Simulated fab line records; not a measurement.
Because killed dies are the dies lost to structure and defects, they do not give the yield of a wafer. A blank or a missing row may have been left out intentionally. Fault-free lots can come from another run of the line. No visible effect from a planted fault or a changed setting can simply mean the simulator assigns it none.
Chamber matching	flow sky130	4 sister chambers for SKY_LI_CONTACT_CMP_02 on cmp-02
The step polishes PSG. 15 wafers are shown with their chamber, then 7 later ones without.

WAFERS WITH THEIR CHAMBER
wafer	chamber	motor_current_A (A)	time_to_endpoint_s (s)	platen_rpm (rpm)
L449.3	2	11.1	35.4	60.02
L449.4	3	11.2	31.3	60.05
L449.6	3	10.4	30.0	59.99
L451.1	3	11.2	30.9	59.99
L451.2	0	10.5	34.0	60.03
L451.3	2	11.0	34.8	59.92
L452.1	2	10.5	33.2	60.03
L452.4	3	11.4	32.0	59.95
L452.5	3	11.2	28.9	59.98
L463.5	0	10.4	31.8	60.02
L463.6	3	11.5	25.6	59.95
L464.3	1	11.4	32.7	60.00
L464.5	2	10.8	29.2	60.00
L466.1	3	11.8	31.0	60.04
L466.2	2	10.8	34.1	59.99

SIGNATURES (means of the wafers above)
reading	chamber 0	chamber 1	chamber 2	chamber 3	scatter within a chamber
motor_current_A	10.450	11.400	10.840	11.243	0.348
time_to_endpoint_s	32.900	32.700	33.340	29.957	2.23
platen_rpm	60.0250	60.0000	59.9920	59.9929	0.0392
Rule: for each reading, subtract the chamber's mean from the wafer's reading, divide by that reading's scatter and square the result; add these up over the readings and take the root, which gives the wafer's distance from the chamber. If the next closest chamber is less than 2 further off than the closest, the wafer can't be placed; otherwise it belongs to the closest. The scatter: take each reading less its chamber's mean, square it, sum over the shown wafers, divide by the number of wafers less the number of chambers, and take the root.

WAFERS WITHOUT THEIR CHAMBER
wafer	motor_current_A (A)	time_to_endpoint_s (s)	platen_rpm (rpm)
L466.6	10.6	34.8	59.98
L468.2	10.9	32.9	60.08
L468.4	11.7	31.2	60.04
L468.5	11.9	32.7	59.98
L470.1	11.0	35.2	59.94
L470.2	10.9	33.1	59.89
L470.5	11.0	37.6	60.02

WHICH CHAMBER EACH WENT THROUGH
wafer	from the rows above	in truth
L466.6	can't be placed: 2 or 0 or 1 or 3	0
L468.2	can't be placed: 0 or 2 or 1 or 3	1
L468.4	can't be placed: 1 or 3 or 2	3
L468.5	can't be placed: 1 or 3 or 2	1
L470.1	can't be placed: 2 or 1 or 3 or 0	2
L470.2	can't be placed: 2 or 3 or 1 or 0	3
L470.5	can't be placed: 2 or 1 or 0 or 3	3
Correct placement for 0 of the 7. Not placeable from these rows: 7 (in 7, the candidates include the true chamber). Placed wrongly: 0.
